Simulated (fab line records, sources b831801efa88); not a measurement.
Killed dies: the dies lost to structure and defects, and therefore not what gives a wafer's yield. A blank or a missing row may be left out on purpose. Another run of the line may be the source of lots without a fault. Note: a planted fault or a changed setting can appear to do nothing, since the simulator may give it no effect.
fab line records ; flow gf180mcu ; part 1 of 2: steps 1 to 29 of 42
[record] lots = 5; wafers = 15; last_day = 32
route steps=602 shown DUAL_GATE@144 POLY_GATE@157 HV_LDD@176
lots untouched by any fault: they come from a run of this same line in which no faults occurred
start_h: hours from the record's first day to the start of the lot's first wafer shown ; wait_h: hours elapsed since this lot's preceding step ; " repeats the value in the row above ; L1.1+2: one row covering several wafers at once ; - no value present, or no start provided ; * or withheld: withheld ; < > ~ a bound
route shown NAME@n: NAME is a module with steps in the file, n the number in the route of the first one ; usual: mean/standard deviation of fault-free wafers ; same: alike in all rows ; chamber/n: place in a boat ; sites: per-site readings ; _std_site: the standard deviation of these ; _edge_site: the outer-site mean with the inner-site mean subtracted ; radius_mm: for every site, how far away it sits from the centre of the wafer ; mask NAME#n: copy n ; behind: the tool/chamber that last shaped the wafer ; hold: the reason the lot was held/the length of the hold in hours/how it ended ; device: the n, p or np transistor that did not switch ; end of line: tests run on the same wafers once the route is complete ; where a step has no rows: the recipe by itself ; killed: count of dies lost to structure and defects at first sort (not the wafer's yield) ; map: per-die view of a wafer (x killed, . not killed, _ where there is no die)
set.NAME: the setting as run; set.NAME@STEP: as run at that earlier step ; model.NAME: the simulator's own value behind a step, which no gauge read
lots seen at some steps along the route; tables by step, rows by wafer
services: the hour from which a tool's chamber was out of use, counted from the record's first day as start_h (under 0 if before that day), plus the number of hours and why
[[steps]]
[step GF_DUAL_GATE_THK_MEAS_03]
[recipe] reads = SiO2_of_DUAL_GATE_OXIDATION_02
[usual] DUAL_GATE_OXIDATION_00_THK = 10.75/0.25
lot.wafer;tool;chamber;start_h;wait_h;DUAL_GATE_OXIDATION_00_THK[nm]
L074.3;film_metro-03;-;150.46;0.0;10.78
L074.4;film_metro-03;-;150.46;0.0;10.64
L074.5;film_metro-03;-;150.46;0.0;10.85
L075.1;film_metro-02;-;174.04;0.0;11.22
L075.5;film_metro-02;-;174.04;0.0;10.90
L075.6;film_metro-02;-;174.04;0.0;10.99
L076.4;film_metro-03;-;185.27;0.0;10.89
L076.5;film_metro-03;-;185.27;0.0;10.81
L076.6;film_metro-03;-;185.27;0.0;10.91
L082.1;film_metro-04;-;220.26;0.0;10.51
L082.2;film_metro-04;-;220.26;0.0;10.53
L082.6;film_metro-04;-;220.26;0.0;10.67
L086.1;film_metro-02;-;243.72;0.0;10.49
L086.2;film_metro-02;-;243.72;0.0;10.69
L086.3;film_metro-02;-;243.72;0.0;10.57
[step GF_DUAL_GATE_DEHYDRATE_04]
[recipe] temp_c = 200; time_s = 60
lot.wafer;tool;chamber;start_h;wait_h
L074.3+4+5;litho_track-04;0;157.89;7.4
L075.1+5+6;litho_track-01;0;182.23;8.2
L076.4+5+6;litho_track-03;0;193.26;8.0
L082.1+2+6;litho_track-03;0;228.53;8.3
L086.1+2+3;litho_track-01;0;252.78;9.0
[step GF_DUAL_GATE_HMDS_05]
[recipe] prime_time_s = 60; prime_temp_c = 120
[usual] prime_temp_c = 120.00/0.14
lot.wafer;tool;chamber;start_h;wait_h;prime_temp_c
L074.3;litho_track-04;0;158.04;0.1;119.97
L074.4;litho_track-04;0;158.04;0.1;119.94
L074.5;litho_track-04;0;158.04;0.1;119.78
L075.1;litho_track-01;0;182.38;0.1;120.08
L075.5;litho_track-01;0;182.38;0.1;120.31
L075.6;litho_track-01;0;182.38;0.1;120.09
L076.4;litho_track-03;0;193.41;0.1;120.16
L076.5;litho_track-03;0;193.41;0.1;120.22
L076.6;litho_track-03;0;193.41;0.1;120.30
L082.1;litho_track-03;0;228.68;0.1;120.40
L082.2;litho_track-03;0;228.68;0.1;120.22
L082.6;litho_track-03;0;228.68;0.1;119.95
L086.1;litho_track-01;0;252.93;0.1;119.95
L086.2;litho_track-01;0;252.93;0.1;120.07
L086.3;litho_track-01;0;252.93;0.1;120.07
[step GF_DUAL_GATE_COAT_06]
[recipe] resist = NOVOLAK; spin_rpm = 3000; resist_thk_nm = 1000
lot.wafer;tool;chamber;start_h;wait_h
L074.3+4+5;litho_track-04;0;158.19;0.1
L075.1+5+6;litho_track-01;0;182.53;0.1
L076.4+5+6;litho_track-03;0;193.56;0.1
L082.1+2+6;litho_track-03;0;228.83;0.1
L086.1+2+3;litho_track-01;0;253.08;0.1
[step GF_DUAL_GATE_SOFTBAKE_07]
[recipe] temp_c = 90; time_s = 60; resist = NOVOLAK
lot.wafer;tool;chamber;start_h;wait_h
L074.3+4+5;litho_track-04;0;158.34;0.1
L075.1+5+6;litho_track-01;0;182.68;0.1
L076.4+5+6;litho_track-03;0;193.71;0.1
L082.1+2+6;litho_track-03;0;228.98;0.1
L086.1+2+3;litho_track-01;0;253.23;0.1
[step GF_DUAL_GATE_EXPOSE_08]
[recipe] mask_id = Dualgate; target_cd_nm = 700; na = 0.6; source_shape = conventional; sigma_outer = 0.6; dose_mj = 140
lot.wafer;tool;chamber;start_h;wait_h;mask
L074.3+4+5;iline_stepper-01;0;-;-;Dualgate#0
L075.1+5+6;iline_stepper-01;0;-;-;Dualgate#0
L076.4+5+6;iline_stepper-02;0;-;-;Dualgate#0
L082.1+2+6;iline_stepper-01;0;-;-;Dualgate#0
L086.1+2+3;iline_stepper-02;0;-;-;Dualgate#0
[step GF_DUAL_GATE_PEB_09]
[recipe] temp_c = withheld; time_s = *; resist = NOVOLAK
lot.wafer;tool;chamber;start_h;wait_h
L074.3+4+5;litho_track-03;0;-;-
L075.1+5+6;litho_track-04;0;-;-
L076.4+5+6;litho_track-03;0;-;-
L082.1+2+6;litho_track-03;0;-;-
L086.1+2+3;litho_track-01;0;-;-
[step GF_DUAL_GATE_DEVELOP_10]
[recipe] develop_time_s = 60; dev_temp_c = 23
lot.wafer;tool;chamber;start_h;wait_h
L074.3+4+5;litho_track-03;0;166.03;0.1
L075.1+5+6;litho_track-04;0;190.84;0.1
L076.4+5+6;litho_track-03;0;202.56;0.1
L082.1+2+6;litho_track-03;0;237.63;0.1
L086.1+2+3;litho_track-01;0;262.38;0.1
[step GF_DUAL_GATE_OVL_MEAS_11]
[usual] DUAL_GATE_OVL = -0.5/1.2
lot.wafer;tool;chamber;start_h;wait_h;DUAL_GATE_OVL[nm]
L074.3;overlay-01;-;166.14;0.1;-2.2
L074.4;overlay-01;-;166.14;0.1;-1.3
L074.5;overlay-01;-;166.14;0.1;-2.2
L075.1;overlay-02;-;190.99;0.1;1.0
L075.5;overlay-02;-;190.99;0.1;1.0
L075.6;overlay-02;-;190.99;0.1;0.8
L076.4;overlay-01;-;202.65;0.1;-1.2
L076.5;overlay-01;-;202.65;0.1;0.4
L076.6;overlay-01;-;202.65;0.1;0.5
L082.1;overlay-02;-;237.78;0.1;-1.0
L082.2;overlay-02;-;237.78;0.1;-1.4
L082.6;overlay-02;-;237.78;0.1;-0.9
L086.1;overlay-02;-;262.53;0.1;0.1
L086.2;overlay-02;-;262.53;0.1;1.3
L086.3;overlay-02;-;262.53;0.1;1.2
[step GF_DUAL_GATE_WET_ETCH_12]
[recipe] chemistry = dHF; target_depth_nm = 13; dry = n2_spin; target = SiO2; temp_c = 25; dilution = 100:1; time_s = 260
[usual] temp_c = 24.99/0.1
lot.wafer;tool;chamber;start_h;wait_h;temp_c
L074.3;wet_bench-02;3;166.17;0.0;24.91
L074.4;wet_bench-02;3;166.17;0.0;24.98
L074.5;wet_bench-02;3;166.17;0.0;25.03
L075.1;wet_bench-02;2;191.02;0.0;25.15
L075.5;wet_bench-02;2;191.02;0.0;24.96
L075.6;wet_bench-02;2;191.02;0.0;24.88
L076.4;wet_bench-03;0;202.67;0.0;24.81
L076.5;wet_bench-03;0;202.67;0.0;24.90
L076.6;wet_bench-03;0;202.67;0.0;24.89
L082.1;wet_bench-03;0;237.82;0.0;25.03
L082.2;wet_bench-03;0;237.82;0.0;25.00
L082.6;wet_bench-03;0;237.82;0.0;25.01
L086.1;wet_bench-01;2;262.56;0.0;25.12
L086.2;wet_bench-01;2;262.56;0.0;25.29
L086.3;wet_bench-01;2;262.56;0.0;25.13
[step GF_DUAL_GATE_STRIP_13]
[recipe] chemistry = O2/N2; power_w = 1400; pressure_mtorr = 1500; platen_temp_c = 250; o2_flow_sccm = 3000; n2_flow_sccm = 300; overash_fraction = 0.5
[usual] drypump_motor_current_A = 5.9/0.38; heater_power_w = 348/28; n2_flow_sccm = 299.9/0.88; oes_product_au = 0.715/0.0043; strip_time_to_endpoint_s = 12.62/0.039
lot.wafer;tool;chamber;start_h;wait_h;drypump_motor_current_A;heater_power_w;n2_flow_sccm;oes_product_au;rf_hours_counter_h;strip_time_to_endpoint_s
L074.3;plasma_asher-02;0;166.28;0.0;5.6;374;299.5;0.715;-;12.63
L074.4;plasma_asher-02;1;166.28;0.0;5.8;318;298.5;0.714;-;12.63
L074.5;plasma_asher-02;1;166.28;0.0;5.8;317;298.6;0.716;-;12.58
L075.1;plasma_asher-02;0;191.10;0.0;5.6;368;298.6;0.710;8;12.68
L075.5;plasma_asher-02;1;191.10;0.0;5.8;317;299.3;0.719;-;12.70
L075.6;plasma_asher-02;0;191.10;0.0;5.6;368;298.9;0.710;-;12.64
L076.4;plasma_asher-02;0;202.79;0.0;5.6;372;298.9;0.721;-;12.64
L076.5;plasma_asher-02;1;202.79;0.0;5.8;319;299.7;0.715;-;12.61
L076.6;plasma_asher-02;0;202.79;0.0;5.6;375;298.9;0.717;-;12.64
L082.1;plasma_asher-02;0;237.90;0.0;5.6;369;301.2;0.718;12;12.64
L082.2;plasma_asher-02;1;237.90;0.0;5.8;321;300.7;0.716;12;12.63
L082.6;plasma_asher-02;1;237.90;0.0;5.8;324;300.8;0.718;-;12.63
L086.1;plasma_asher-02;1;262.64;0.0;5.8;318;299.0;0.716;15;12.66
L086.2;plasma_asher-02;0;262.64;0.0;5.6;375;299.8;0.718;15;12.63
L086.3;plasma_asher-02;0;262.64;0.0;5.6;375;299.5;0.717;-;12.65
[step GF_DUAL_GATE_CLEAN_14]
[recipe] chemistry = SC1/SC2; mix = 1:4:20; temp_c = 70; time_s = 150; dry = n2_spin
[usual] temp_c = 69.99/0.12
lot.wafer;tool;chamber;start_h;wait_h;temp_c
L074.3;wet_bench-02;1;166.35;0.0;69.90
L074.4;wet_bench-02;1;166.35;0.0;69.96
L074.5;wet_bench-02;1;166.35;0.0;69.89
L075.1;wet_bench-02;2;191.20;0.1;70.11
L075.5;wet_bench-02;2;191.20;0.1;69.93
L075.6;wet_bench-02;2;191.20;0.1;70.02
L076.4;wet_bench-01;2;202.85;0.0;69.93
L076.5;wet_bench-01;2;202.85;0.0;70.00
L076.6;wet_bench-01;2;202.85;0.0;69.95
L082.1;wet_bench-03;0;238.00;0.1;69.95
L082.2;wet_bench-03;0;238.00;0.1;69.81
L082.6;wet_bench-03;0;238.00;0.1;69.89
L086.1;wet_bench-02;2;262.74;0.1;70.06
L086.2;wet_bench-02;2;262.74;0.1;70.06
L086.3;wet_bench-02;2;262.74;0.1;70.13
[step GF_DUAL_GATE_OXIDATION_15]
[recipe] temp_c = 850; ambient = O2; stabilise_s = 600; purge_s = 300; target_thk_a = 70.98; ox_time_s = 1995
lot.wafer;tool;chamber;start_h;wait_h
L074.3+4+5;furnace-01;0;166.51;0.1
L075.1+5+6;furnace-02;0;191.25;0.0
L076.4+5+6;furnace-01;0;203.38;0.5
L082.1+2+6;furnace-02;0;239.41;1.3
L086.1+2+3;furnace-01;0;266.34;3.5
[step GF_POLY_GATE_CVD_00]
[recipe] material = poly-Si; target_thk_nm = 200; temp_c = 620; time_s = 1200; pressure_mtorr = 200
[usual] susceptor_temp_C = 619.97/0.28
lot.wafer;tool;chamber;start_h;wait_h;susceptor_temp_C
L074.3;lpcvd-02;1;168.56;0.5;619.83
L074.4;lpcvd-02;1;168.56;0.5;620.21
L074.5;lpcvd-02;1;168.56;0.5;619.77
L075.1;lpcvd-02;1;193.04;0.2;619.93
L075.5;lpcvd-02;1;193.04;0.2;620.17
L075.6;lpcvd-02;1;193.04;0.2;620.16
L076.4;lpcvd-01;0;204.93;0.0;619.86
L076.5;lpcvd-01;0;204.93;0.0;619.77
L076.6;lpcvd-01;0;204.93;0.0;620.16
L082.1;lpcvd-02;1;240.96;0.0;620.44
L082.2;lpcvd-02;1;240.96;0.0;619.83
L082.6;lpcvd-02;1;240.96;0.0;620.15
L086.1;lpcvd-02;1;267.90;0.0;619.83
L086.2;lpcvd-02;1;267.90;0.0;619.70
L086.3;lpcvd-02;1;267.90;0.0;619.89
[step GF_POLY_GATE_THK_MEAS_01]
[recipe] reads = poly-Si_of_POLY_GATE_CVD_00
[usual] POLY_GATE_CVD_00_THK = 200.1/2.1
lot.wafer;tool;chamber;start_h;wait_h;POLY_GATE_CVD_00_THK[nm]
L074.3;film_metro-01;-;169.91;0.0;201.7
L074.4;film_metro-01;-;169.91;0.0;202.4
L074.5;film_metro-01;-;169.91;0.0;202.1
L075.1;film_metro-01;-;195.05;0.0;200.2
L075.5;film_metro-01;-;195.05;0.0;200.4
L075.6;film_metro-01;-;195.05;0.0;202.5
L076.4;film_metro-02;-;206.30;0.0;197.1
L076.5;film_metro-02;-;206.30;0.0;197.8
L076.6;film_metro-02;-;206.30;0.0;197.3
L082.1;film_metro-01;-;242.30;0.0;197.3
L082.2;film_metro-01;-;242.30;0.0;197.2
L082.6;film_metro-01;-;242.30;0.0;197.9
L086.1;film_metro-01;-;269.23;0.0;199.5
L086.2;film_metro-01;-;269.23;0.0;199.2
L086.3;film_metro-01;-;269.23;0.0;200.8
[step GF_POLY_GATE_DEHYDRATE_02]
[recipe] temp_c = 200; time_s = 60
lot.wafer;tool;chamber;start_h;wait_h
L074.3+4+5;litho_track-01;0;177.73;7.8
L075.1+5+6;litho_track-01;0;202.98;7.9
L076.4+5+6;litho_track-04;0;214.46;8.2
L082.1+2+6;litho_track-01;0;250.98;8.7
L086.1+2+3;litho_track-04;0;278.14;8.9
[step GF_POLY_GATE_HMDS_03]
[recipe] prime_time_s = 60; prime_temp_c = 120
[usual] prime_temp_c = 120.02/0.14
lot.wafer;tool;chamber;start_h;wait_h;prime_temp_c
L074.3;litho_track-01;0;177.88;0.1;119.91
L074.4;litho_track-01;0;177.88;0.1;120.01
L074.5;litho_track-01;0;177.88;0.1;120.03
L075.1;litho_track-01;0;203.13;0.1;120.09
L075.5;litho_track-01;0;203.13;0.1;120.10
L075.6;litho_track-01;0;203.13;0.1;120.06
L076.4;litho_track-04;0;214.61;0.1;119.90
L076.5;litho_track-04;0;214.61;0.1;120.04
L076.6;litho_track-04;0;214.61;0.1;119.98
L082.1;litho_track-01;0;251.13;0.1;120.03
L082.2;litho_track-01;0;251.13;0.1;120.06
L082.6;litho_track-01;0;251.13;0.1;120.10
L086.1;litho_track-04;0;278.29;0.1;120.15
L086.2;litho_track-04;0;278.29;0.1;120.31
L086.3;litho_track-04;0;278.29;0.1;120.20
[step GF_POLY_GATE_COAT_04]
[recipe] resist = BARC; temp_c = withheld; time_s = withheld; spin_rpm = withheld; resist_thk_nm = withheld
lot.wafer;tool;chamber;start_h;wait_h
L074.3+4+5;litho_track-01;0;178.03;0.1
L075.1+5+6;litho_track-01;0;203.28;0.1
L076.4+5+6;litho_track-04;0;214.76;0.1
L082.1+2+6;litho_track-01;0;251.28;0.1
L086.1+2+3;litho_track-04;0;278.44;0.1
[step GF_POLY_GATE_COAT_05]
[recipe] resist = KrF; spin_rpm = withheld; resist_thk_nm = 700
lot.wafer;tool;chamber;start_h;wait_h
L074.3+4+5;litho_track-01;0;-;-
L075.1+5+6;litho_track-01;0;-;-
L076.4+5+6;litho_track-04;0;-;-
L082.1+2+6;litho_track-01;0;-;-
L086.1+2+3;litho_track-04;0;-;-
[step GF_POLY_GATE_SOFTBAKE_06]
[recipe] temp_c = 130; time_s = 60; resist = KrF
lot.wafer;tool;chamber;start_h;wait_h
L074.3+4+5;litho_track-01;0;-;-
L075.1+5+6;litho_track-01;0;-;-
L076.4+5+6;litho_track-04;0;-;-
L082.1+2+6;litho_track-01;0;-;-
L086.1+2+3;litho_track-04;0;-;-
[step GF_POLY_GATE_EXPOSE_07]
[recipe] mask_id = Poly2; target_cd_nm = 280; na = 0.68; source_shape = conventional; sigma_outer = 0.6; dose_mj = 28
lot.wafer;tool;chamber;start_h;wait_h;mask
L074.3+4+5;krf_scanner-01;0;-;-;Poly2#0
L075.1+5+6;krf_scanner-02;0;-;-;Poly2#0
L076.4+5+6;krf_scanner-01;0;-;-;Poly2#0
L082.1+2+6;krf_scanner-01;0;-;-;Poly2#0
L086.1+2+3;krf_scanner-02;0;-;-;Poly2#0
[step GF_POLY_GATE_PEB_08]
[recipe] peb_temp_c = 135; peb_time_s = 90; resist = KrF
lot.wafer;tool;chamber;start_h;wait_h
L074.3+4+5;litho_track-02;0;-;-
L075.1+5+6;litho_track-01;0;-;-
L076.4+5+6;litho_track-02;0;-;-
L082.1+2+6;litho_track-01;0;-;-
L086.1+2+3;litho_track-04;0;-;-
[step GF_POLY_GATE_DEVELOP_09]
[recipe] develop_time_s = 60; resist = KrF; dev_temp_c = 21
lot.wafer;tool;chamber;start_h;wait_h
L074.3+4+5;litho_track-02;0;186.53;0.1
L075.1+5+6;litho_track-01;0;212.08;0.2
L076.4+5+6;litho_track-02;0;224.35;0.1
L082.1+2+6;litho_track-01;0;260.48;0.2
L086.1+2+3;litho_track-04;0;288.19;0.2
[step GF_POLY_GATE_CD_MEAS_10]
[recipe] target_cd_nm = 280
[usual] cd_nm = 280.1/1.2
lot.wafer;tool;chamber;start_h;wait_h;cd_nm
L074.3;cd_sem-02;-;186.67;0.1;279.2
L074.4;cd_sem-02;-;186.67;0.1;279.8
L074.5;cd_sem-02;-;186.67;0.1;279.8
L075.1;cd_sem-02;-;212.23;0.1;280.8
L075.5;cd_sem-02;-;212.23;0.1;280.1
L075.6;cd_sem-02;-;212.23;0.1;279.3
L076.4;cd_sem-01;-;224.49;0.1;279.2
L076.5;cd_sem-01;-;224.49;0.1;278.4
L076.6;cd_sem-01;-;224.49;0.1;279.9
L082.1;cd_sem-02;-;260.63;0.1;279.1
L082.2;cd_sem-02;-;260.63;0.1;280.3
L082.6;cd_sem-02;-;260.63;0.1;279.5
L086.1;cd_sem-01;-;288.34;0.1;280.5
L086.2;cd_sem-01;-;288.34;0.1;280.3
L086.3;cd_sem-01;-;288.34;0.1;280.7
[step GF_POLY_GATE_OVL_MEAS_11]
[usual] POLY_GATE_OVL = 0/4.6
lot.wafer;tool;chamber;start_h;wait_h;POLY_GATE_OVL[nm]
L074.3;overlay-02;-;186.76;0.1;3
L074.4;overlay-02;-;186.76;0.1;8
L074.5;overlay-02;-;186.76;0.1;0
L075.1;overlay-02;-;212.35;0.1;8
L075.5;overlay-02;-;212.35;0.1;6
L075.6;overlay-02;-;212.35;0.1;9
L076.4;overlay-01;-;224.56;0.1;-2
L076.5;overlay-01;-;224.56;0.1;1
L076.6;overlay-01;-;224.56;0.1;0
L082.1;overlay-02;-;260.75;0.1;-3
L082.2;overlay-02;-;260.75;0.1;-1
L082.6;overlay-02;-;260.75;0.1;-1
L086.1;overlay-01;-;288.46;0.1;-4
L086.2;overlay-01;-;288.46;0.1;-3
L086.3;overlay-01;-;288.46;0.1;-1
[step GF_POLY_GATE_ETCH_12]
[recipe] chemistry = N2/H2; target_depth_a = withheld; overetch_a = withheld; time_s = withheld; target = BARC; ion_energy_ev = 200; source_w = 500; bias_w = 100; pressure_mtorr = 30; n2_flow_sccm = 100; h2_flow_sccm = 200
[usual] drypump_motor_current_A = 5.6/0.49; n2_flow_sccm = 99.99/0.29; oes_product_au = 0.735/0.0044; rf_fwd_power_W = 496.0/1.7; throttle_valve_pct = 13.214/0.0088
lot.wafer;tool;chamber;start_h;wait_h;drypump_motor_current_A;n2_flow_sccm;oes_product_au;rf_fwd_power_W;throttle_valve_pct
L074.3;rie_diel-02;2;186.81;0.0;5.3;99.94;0.738;497.8;13.220
L074.4;rie_diel-02;3;186.81;0.0;5.1;99.98;0.740;494.0;13.214
L074.5;rie_diel-02;2;186.81;0.0;5.4;100.16;0.742;497.2;13.207
L075.1;rie_diel-01;2;212.38;0.0;5.4;100.22;0.731;496.2;13.207
L075.5;rie_diel-01;1;212.38;0.0;5.9;99.89;0.739;497.9;13.206
L075.6;rie_diel-01;2;212.38;0.0;5.4;99.89;0.734;495.7;13.219
L076.4;rie_diel-01;0;224.58;0.0;6.7;100.57;0.740;495.4;13.217
L076.5;rie_diel-01;0;224.58;0.0;6.7;99.94;0.733;494.6;13.223
L076.6;rie_diel-01;3;224.58;0.0;5.0;99.88;0.726;494.8;13.208
L082.1;rie_diel-02;2;260.78;0.0;5.3;99.60;0.726;499.2;13.206
L082.2;rie_diel-02;3;260.78;0.0;5.1;99.75;0.740;494.1;13.210
L082.6;rie_diel-02;3;260.78;0.0;5.1;99.76;0.734;496.5;13.212
L086.1;rie_diel-04;1;288.49;0.0;5.9;99.04;0.734;495.0;13.224
L086.2;rie_diel-04;2;288.49;0.0;6.0;99.83;0.736;496.7;13.210
L086.3;rie_diel-04;0;288.49;0.0;5.4;99.86;0.730;495.1;13.209
[step GF_POLY_GATE_ETCH_13]
[recipe] target = poly-Si; target_depth_nm = 198.5; stop_on = SiO2; over_etch_frac = 0.403; chemistry = HBr/Cl2; icp_w = 400; bias_w = 100; pressure_mtorr = 10; HBr_flow_sccm = 150; Cl2_flow_sccm = 50; time_s = 69.6
[usual] drypump_motor_current_A = 5.8/0.44; mfc_cl2_sccm = 50.00/0.14; oes_product_au = 0.991/0.0084; rf_fwd_power_W = 397.4/1.3; throttle_valve_pct = 33.684/0.0087
lot.wafer;tool;chamber;start_h;wait_h;drypump_motor_current_A;mfc_cl2_sccm;oes_product_au;rf_fwd_power_W;rf_hours_counter_h;throttle_valve_pct
L074.3;rie_si-01;3;186.86;-;6.2;50.02;0.986;398.5;129;33.671
L074.4;rie_si-01;0;186.86;-;6.1;49.99;1.001;394.8;-;33.687
L074.5;rie_si-01;3;186.86;-;6.2;50.15;0.994;396.2;-;33.681
L075.1;rie_si-01;3;212.43;-;6.1;50.03;0.980;394.9;130;33.681
L075.5;rie_si-01;2;212.43;-;5.3;49.87;1.007;398.1;-;33.691
L075.6;rie_si-01;1;212.43;-;5.1;49.83;0.992;394.8;-;33.682
L076.4;rie_si-02;1;224.63;-;5.5;49.98;0.984;398.6;44;33.698
L076.5;rie_si-02;3;224.63;-;6.5;50.06;0.986;398.1;-;33.687
L076.6;rie_si-02;0;224.63;-;5.8;50.16;0.987;398.4;-;33.686
L082.1;rie_si-01;2;260.83;-;5.3;49.98;0.993;398.1;8;33.671
L082.2;rie_si-01;0;260.83;-;6.1;49.84;0.983;395.7;1;33.692
L082.6;rie_si-01;3;260.83;-;6.2;50.12;0.982;396.7;-;33.688
L086.1;rie_si-01;2;288.54;-;5.3;50.11;0.996;398.0;8;33.668
L086.2;rie_si-01;0;288.54;-;6.1;49.93;0.989;395.3;1;33.684
L086.3;rie_si-01;1;288.54;-;5.1;50.01;0.987;395.1;1;33.690
[step GF_POLY_GATE_STRIP_14]
[recipe] chemistry = O2/N2; power_w = 1400; pressure_mtorr = 1500; platen_temp_c = 250; o2_flow_sccm = 3000; n2_flow_sccm = 300; overash_fraction = 0.5
[usual] drypump_motor_current_A = 6.3/0.41; heater_power_w = 335/22; n2_flow_sccm = 300.0/0.84; oes_product_au = 0.505/0.0044
lot.wafer;tool;chamber;start_h;wait_h;drypump_motor_current_A;heater_power_w;n2_flow_sccm;oes_product_au;rf_hours_counter_h
L074.3;plasma_asher-03;1;186.95;0.1;6.6;340;299.6;0.510;-
L074.4;plasma_asher-03;0;186.95;0.1;6.7;313;299.3;0.503;-
L074.5;plasma_asher-03;1;186.95;0.1;6.6;343;299.0;0.506;-
L075.1;plasma_asher-03;1;212.49;0.0;6.5;342;300.7;0.506;41
L075.5;plasma_asher-03;1;212.49;0.0;6.5;338;301.0;0.503;-
L075.6;plasma_asher-03;0;212.49;0.0;6.7;319;299.9;0.505;-
L076.4;plasma_asher-02;1;224.72;0.1;5.7;314;300.8;0.504;-
L076.5;plasma_asher-02;1;224.72;0.1;5.8;325;301.0;0.502;-
L076.6;plasma_asher-02;0;224.72;0.1;5.6;371;300.1;0.511;-
L082.1;plasma_asher-01;1;260.89;0.0;6.3;321;299.5;0.506;60
L082.2;plasma_asher-01;0;260.89;0.0;6.3;347;299.4;0.510;60
L082.6;plasma_asher-01;1;260.89;0.0;6.3;319;300.7;0.505;-
L086.1;plasma_asher-03;0;288.60;0.0;6.7;308;300.1;0.498;50
L086.2;plasma_asher-03;1;288.60;0.0;6.5;354;300.2;0.500;50
L086.3;plasma_asher-03;0;288.60;0.0;6.7;300;299.2;0.502;-
[step GF_POLY_GATE_CLEAN_15]
[recipe] chemistry = SC1/SC2; mix = 1:4:20; temp_c = 70; time_s = 150; dry = n2_spin
[usual] temp_c = 69.99/0.11
lot.wafer;tool;chamber;start_h;wait_h;temp_c
L074.3;wet_bench-03;0;187.01;0.0;70.18
L074.4;wet_bench-03;0;187.01;0.0;70.04
L074.5;wet_bench-03;0;187.01;0.0;70.09
L075.1;wet_bench-02;2;212.59;0.1;69.87
L075.5;wet_bench-02;2;212.59;0.1;70.03
L075.6;wet_bench-02;2;212.59;0.1;69.86
L076.4;wet_bench-02;2;224.79;0.0;70.14
L076.5;wet_bench-02;2;224.79;0.0;70.03
L076.6;wet_bench-02;2;224.79;0.0;70.00
L082.1;wet_bench-03;0;260.99;0.1;69.91
L082.2;wet_bench-03;0;260.99;0.1;69.95
L082.6;wet_bench-03;0;260.99;0.1;69.86
L086.1;wet_bench-04;3;288.70;0.1;70.06
L086.2;wet_bench-04;3;288.70;0.1;69.94
L086.3;wet_bench-04;3;288.70;0.1;69.98
